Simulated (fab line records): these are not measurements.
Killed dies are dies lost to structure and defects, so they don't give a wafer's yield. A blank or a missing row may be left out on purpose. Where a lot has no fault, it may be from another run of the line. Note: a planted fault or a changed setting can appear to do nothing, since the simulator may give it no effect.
fab line records -- flow sky130
[record] lots = 13, wafers = 39, last-day = 50
route steps=708 shown VT_ADJUST_LVTN@116 SD_P@328 LI_CONTACT@375 LOCAL_INTERCONNECT@398
lots with no fault: from the same line, run without faults
start-h: hours from the record's opening day to when the first of the lot's shown wafers began -- wait-h: hours from the lot's prior step to this one -- " identical to the entry in the row above -- L1.1+2: several wafers, shown together as one row -- - no value present, or no start provided -- * or withheld: withheld -- < > ~ a bound
route shown NAME@n: a module of which the file shows steps, and the number in the route of the first -- usual: mean and standard deviation over wafers with no fault -- same: alike in all rows -- chamber/n: place in a boat -- sites: each site's reading -- _std_site: the values' standard deviation -- _edge_site: the outer-site mean with the inner-site mean subtracted -- radius-mm: how far each site lies from the wafer's centre -- mask NAME#n: copy n -- behind: the last tool/chamber to shape the wafer -- hold: reason for holding the lot/hours on hold/outcome of the hold -- device: which transistor (n, p or np) failed to switch -- end of line: the route-end tests of the same wafers -- step lacking rows: just its recipe -- killed: at the first sort, the dies lost to defects and structure; wafer yield is something else -- map: dies across one wafer; x = killed, . = not, _ = none there
set.NAME: the setting the step ran with; set.NAME@STEP: the setting that earlier step ran with -- model.NAME: the simulator's own value behind a step, which no gauge read
a sample of lots followed through the steps of the route, with each step as a table and each wafer as a row
services: from which hour (start-h, from the record's first day; less than 0 if before it) a tool's chamber was out of use, for how many hours, and why
[[steps]]
[step SKY_VT_ADJUST_LVTN_IMPLANT_19]
[recipe] species = B, energy-kev = 30, dose-cm2 = 6.5e+11, tilt-deg = withheld
[usual] dose-ions-cm2 = 6.498e+11/6.6e+08, faraday-current-uA = 3.67/0.076
lot.wafer,tool,chamber,start-h,wait-h,dose-ions-cm2,faraday-current-uA
L123.2,implanter-03,0,166.87,0.0,6.494e+11,3.67
L123.3,implanter-03,0,166.87,0.0,6.51e+11,3.79
L123.6,implanter-03,0,166.87,0.0,6.502e+11,3.72
L124.3,implanter-04,0,171.49,0.1,6.501e+11,3.70
L124.4,implanter-04,0,171.49,0.1,6.503e+11,3.73
L124.6,implanter-04,0,171.49,0.1,6.508e+11,3.80
L125.3,implanter-01,0,177.09,0.1,6.505e+11,3.58
L125.4,implanter-01,0,177.09,0.1,6.502e+11,3.72
L125.5,implanter-01,0,177.09,0.1,6.492e+11,3.70
L126.1,implanter-03,0,187.34,0.0,6.498e+11,3.64
L126.2,implanter-03,0,187.34,0.0,6.495e+11,3.51
L126.3,implanter-03,0,187.34,0.0,6.491e+11,3.62
L128.2,implanter-01,0,199.93,0.0,6.494e+11,3.78
L128.3,implanter-01,0,199.93,0.0,6.495e+11,3.66
L128.6,implanter-01,0,199.93,0.0,6.495e+11,3.72
L129.3,implanter-04,0,208.89,0.1,6.512e+11,3.86
L129.4,implanter-04,0,208.89,0.1,6.499e+11,3.63
L129.6,implanter-04,0,208.89,0.1,6.502e+11,3.66
L130.1,implanter-03,0,212.81,0.0,6.493e+11,3.57
L130.3,implanter-03,0,212.81,0.0,6.501e+11,3.70
L130.6,implanter-03,0,212.81,0.0,6.503e+11,3.50
L131.1,implanter-01,0,223.09,0.0,6.496e+11,3.59
L131.2,implanter-01,0,223.09,0.0,6.486e+11,3.76
L131.3,implanter-01,0,223.09,0.0,6.492e+11,3.65
L136.1,implanter-03,0,253.94,0.0,5.19e+11,2.88
L136.2,implanter-03,0,253.94,0.0,5.174e+11,2.96
L136.3,implanter-03,0,253.94,0.0,5.176e+11,2.87
L137.1,implanter-03,0,262.14,0.0,5.18e+11,2.97
L137.3,implanter-03,0,262.14,0.0,5.174e+11,2.81
L137.5,implanter-03,0,262.14,0.0,5.179e+11,2.96
L140.4,implanter-04,0,290.21,0.1,6.493e+11,3.70
L140.5,implanter-04,0,290.21,0.1,6.496e+11,3.68
L140.6,implanter-04,0,290.21,0.1,6.489e+11,3.65
L141.2,implanter-01,0,292.71,0.0,6.509e+11,3.71
L141.5,implanter-01,0,292.71,0.0,6.508e+11,3.75
L141.6,implanter-01,0,292.71,0.0,6.509e+11,3.72
L145.2,implanter-01,0,319.26,0.0,6.495e+11,3.60
L145.3,implanter-01,0,319.26,0.0,6.496e+11,3.71
L145.4,implanter-01,0,319.26,0.0,6.499e+11,3.84
[step SKY_VT_ADJUST_LVTN_TW_MEAS_21]
[usual] VT_ADJUST_LVTN_2_TW = 189.5/1.9
lot.wafer,tool,chamber,start-h,wait-h,VT_ADJUST_LVTN_2_TW
L123.2,film-metro-01,-,167.10,0.1,187.6
L123.3,film-metro-01,-,167.10,0.1,189.5
L123.6,film-metro-01,-,167.10,0.1,187.6
L124.3,film-metro-02,-,171.71,0.1,189.4
L124.4,film-metro-02,-,171.71,0.1,189.6
L124.6,film-metro-02,-,171.71,0.1,189.9
L125.3,film-metro-03,-,177.31,0.1,192.1
L125.4,film-metro-03,-,177.31,0.1,191.8
L125.5,film-metro-03,-,177.31,0.1,190.9
L126.1,film-metro-03,-,187.59,0.1,191.9
L126.2,film-metro-03,-,187.59,0.1,192.2
L126.3,film-metro-03,-,187.59,0.1,191.4
L128.2,film-metro-01,-,200.17,0.1,187.9
L128.3,film-metro-01,-,200.17,0.1,186.5
L128.6,film-metro-01,-,200.17,0.1,187.9
L129.3,film-metro-01,-,209.11,0.1,188.5
L129.4,film-metro-01,-,209.11,0.1,186.3
L129.6,film-metro-01,-,209.11,0.1,187.1
L130.1,film-metro-02,-,213.06,0.1,191.2
L130.3,film-metro-02,-,213.06,0.1,191.1
L130.6,film-metro-02,-,213.06,0.1,190.8
L131.1,film-metro-01,-,223.34,0.1,186.4
L131.2,film-metro-01,-,223.34,0.1,187.7
L131.3,film-metro-01,-,223.34,0.1,186.5
L136.1,film-metro-01,-,254.19,0.1,177.0
L136.2,film-metro-01,-,254.19,0.1,176.0
L136.3,film-metro-01,-,254.19,0.1,176.2
L137.1,film-metro-03,-,262.39,0.1,180.8
L137.3,film-metro-03,-,262.39,0.1,179.5
L137.5,film-metro-03,-,262.39,0.1,179.3
L140.4,film-metro-03,-,290.42,0.1,190.6
L140.5,film-metro-03,-,290.42,0.1,191.4
L140.6,film-metro-03,-,290.42,0.1,191.0
L141.2,film-metro-03,-,292.95,0.1,191.3
L141.5,film-metro-03,-,292.95,0.1,191.1
L141.6,film-metro-03,-,292.95,0.1,191.7
L145.2,film-metro-01,-,319.50,0.1,187.6
L145.3,film-metro-01,-,319.50,0.1,187.4
L145.4,film-metro-01,-,319.50,0.1,187.6
[step SKY_SD_P_OVL_MEAS_08]
[usual] SD_P_OVL = 0.4/1.1
lot.wafer,tool,chamber,start-h,wait-h,SD_P_OVL[nm]
L123.2,overlay-02,-,591.40,0.1,-0.4
L123.3,overlay-02,-,591.40,0.1,0.7
L123.6,overlay-02,-,591.40,0.1,-0.6
L124.3,overlay-01,-,605.29,0.1,0.2
L124.4,overlay-01,-,605.29,0.1,-0.3
L124.6,overlay-01,-,605.29,0.1,-0.2
L125.3,overlay-01,-,613.08,0.1,-0.3
L125.4,overlay-01,-,613.08,0.1,0.6
L125.5,overlay-01,-,613.08,0.1,-0.2
L126.1,overlay-02,-,622.53,0.1,-1.5
L126.2,overlay-02,-,622.53,0.1,1.3
L126.3,overlay-02,-,622.53,0.1,1.3
L128.2,overlay-02,-,652.58,0.1,-0.7
L128.3,overlay-02,-,652.58,0.1,1.4
L128.6,overlay-02,-,652.58,0.1,0.0
L129.3,overlay-01,-,654.63,0.1,0.8
L129.4,overlay-01,-,654.63,0.1,0.3
L129.6,overlay-01,-,654.63,0.1,0.3
L130.1,overlay-01,-,656.93,0.1,3.4
L130.3,overlay-01,-,656.93,0.1,2.1
L130.6,overlay-01,-,656.93,0.1,2.0
L131.1,overlay-02,-,658.18,0.1,1.2
L131.2,overlay-02,-,658.18,0.1,0.8
L131.3,overlay-02,-,658.18,0.1,-1.1
L136.1,overlay-02,-,697.59,0.1,2.1
L136.2,overlay-02,-,697.59,0.1,-0.7
L136.3,overlay-02,-,697.59,0.1,-1.6
L137.1,overlay-01,-,705.39,0.1,1.2
L137.3,overlay-01,-,705.39,0.1,1.5
L137.5,overlay-01,-,705.39,0.1,0.9
L140.4,overlay-02,-,747.06,0.1,0.0
L140.5,overlay-02,-,747.06,0.1,-1.5
L140.6,overlay-02,-,747.06,0.1,-1.1
L141.2,overlay-02,-,748.90,0.1,1.9
L141.5,overlay-02,-,748.90,0.1,-0.4
L141.6,overlay-02,-,748.90,0.1,0.1
L145.2,overlay-02,-,769.34,0.1,0.0
L145.3,overlay-02,-,769.34,0.1,-2.7
L145.4,overlay-02,-,769.34,0.1,-1.1
[step SKY_LI_CONTACT_OVL_MEAS_13]
[usual] LI_CONTACT_OVL = -1/5.1
lot.wafer,tool,chamber,start-h,wait-h,LI_CONTACT_OVL[nm]
L123.2,overlay-01,-,679.75,0.1,2
L123.3,overlay-01,-,679.75,0.1,-2
L123.6,overlay-01,-,679.75,0.1,-2
L124.3,overlay-02,-,691.83,0.1,0
L124.4,overlay-02,-,691.83,0.1,-6
L124.6,overlay-02,-,691.83,0.1,-1
L125.3,overlay-01,-,699.79,0.1,-1
L125.4,overlay-01,-,699.79,0.1,5
L125.5,overlay-01,-,699.79,0.1,-1
L126.1,overlay-02,-,708.64,0.1,10
L126.2,overlay-02,-,708.64,0.1,6
L126.3,overlay-02,-,708.64,0.1,8
L128.2,overlay-02,-,736.88,0.1,3
L128.3,overlay-02,-,736.88,0.1,-3
L128.6,overlay-02,-,736.88,0.1,-3
L129.3,overlay-01,-,738.45,0.1,1
L129.4,overlay-01,-,738.45,0.1,3
L129.6,overlay-01,-,738.45,0.1,1
L130.1,overlay-02,-,742.37,0.1,9
L130.3,overlay-02,-,742.37,0.1,8
L130.6,overlay-02,-,742.37,0.1,10
L131.1,overlay-01,-,742.72,0.1,0
L131.2,overlay-01,-,742.72,0.1,-2
L131.3,overlay-01,-,742.72,0.1,6
L136.1,overlay-01,-,779.73,0.1,-6
L136.2,overlay-01,-,779.73,0.1,-8
L136.3,overlay-01,-,779.73,0.1,-6
L137.1,overlay-01,-,787.66,0.1,-3
L137.3,overlay-01,-,787.66,0.1,-1
L137.5,overlay-01,-,787.66,0.1,5
L140.4,overlay-02,-,827.49,0.1,-2
L140.5,overlay-02,-,827.49,0.1,5
L140.6,overlay-02,-,827.49,0.1,4
L141.2,overlay-01,-,828.79,0.1,1
L141.5,overlay-01,-,828.79,0.1,-6
L141.6,overlay-01,-,828.79,0.1,1
L145.2,overlay-02,-,848.98,0.1,1
L145.3,overlay-02,-,848.98,0.1,11
L145.4,overlay-02,-,848.98,0.1,5
[step SKY_LOCAL_INTERCONNECT_CD_MEAS_11]
[recipe] target-cd-nm = 170
[usual] cd-nm = 169.8/1.5
lot.wafer,tool,chamber,start-h,wait-h,cd-nm
L123.2,cd-sem-02,-,708.73,-,168.9
L123.3,cd-sem-02,-,708.73,-,167.6
L123.6,cd-sem-02,-,708.73,-,169.1
L124.3,cd-sem-01,-,720.40,-,167.3
L124.4,cd-sem-01,-,720.40,-,166.8
L124.6,cd-sem-01,-,720.40,-,168.8
L125.3,cd-sem-02,-,728.19,-,169.6
L125.4,cd-sem-02,-,728.19,-,170.8
L125.5,cd-sem-02,-,728.19,-,169.7
L126.1,cd-sem-02,-,737.16,-,171.7
L126.2,cd-sem-02,-,737.16,-,171.9
L126.3,cd-sem-02,-,737.16,-,171.0
L128.2,cd-sem-01,-,765.08,-,173.8
L128.3,cd-sem-01,-,765.08,-,172.0
L128.6,cd-sem-01,-,765.08,-,172.6
L129.3,cd-sem-01,-,765.91,-,170.4
L129.4,cd-sem-01,-,765.91,-,170.0
L129.6,cd-sem-01,-,765.91,-,169.2
L130.1,cd-sem-02,-,770.45,-,170.2
L130.3,cd-sem-02,-,770.45,-,169.5
L130.6,cd-sem-02,-,770.45,-,170.7
L131.1,cd-sem-02,-,771.41,-,172.5
L131.2,cd-sem-02,-,771.41,-,171.4
L131.3,cd-sem-02,-,771.41,-,172.6
L136.1,cd-sem-02,-,807.07,-,171.1
L136.2,cd-sem-02,-,807.07,-,170.1
L136.3,cd-sem-02,-,807.07,-,169.7
L137.1,cd-sem-02,-,814.75,-,168.1
L137.3,cd-sem-02,-,814.75,-,168.5
L137.5,cd-sem-02,-,814.75,-,169.9
L140.4,cd-sem-01,-,854.41,-,169.9
L140.5,cd-sem-01,-,854.41,-,171.6
L140.6,cd-sem-01,-,854.41,-,170.4
L141.2,cd-sem-02,-,856.42,-,168.2
L141.5,cd-sem-02,-,856.42,-,170.0
L141.6,cd-sem-02,-,856.42,-,167.9
L145.2,cd-sem-02,-,876.04,-,172.5
L145.3,cd-sem-02,-,876.04,-,173.7
L145.4,cd-sem-02,-,876.04,-,173.9
[[services]]
tool,chamber,start-h,hours,kind
implanter-01,-,204.65,0.6,repair
implanter-03,-,235.80,1.3,repair
implanter-04,-,258.52,1.2,repair
implanter-01,-,278.42,0.7,repair
implanter-01,-,288.25,2.9,repair
implanter-04,-,298.02,4.0,pm
[[key]]
[first-sign] step = SKY_VT_ADJUST_LVTN_IMPLANT_19, reading = dose-ions-cm2, direction = down, sigmas = 99+, usual = *, struck = *
[effect] step = SKY_VT_ADJUST_LVTN_IMPLANT_19, reading = faraday-current-uA, direction = down, sigmas = 10, usual = 3.67, struck = 2.91
[effect] step = SKY_VT_ADJUST_LVTN_TW_MEAS_21, reading = VT_ADJUST_LVTN_2_TW, direction = down, sigmas = 5.9, usual = 189.5, struck = 178.1
met-at SKY_VT_ADJUST_LVTN_IMPLANT_19
struck-lots L136,L137
tester-left-out L136,L137
not-acting-at SKY_SD_P_OVL_MEAS_08,SKY_LI_CONTACT_OVL_MEAS_13,SKY_LOCAL_INTERCONNECT_CD_MEAS_11
onset-between 212.81 253.94
[fault] kind = process-parameter-drift, tool = implanter-03, chamber = -, onset-h = 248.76, steps = SKY_VT_ADJUST_LVTN_IMPLANT_19, channel = dose-cm2, offset = *, shape = step, end-h = 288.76, acts-in = *, stated = *
// tester-left-out: of these lots the tester's yield and bins aren't shown, on N5 and GAA mostly nor the transistor test; their killed dies are dies lost to structure and defects alone, not to doping, threshold or leakage, so they don't give the yield
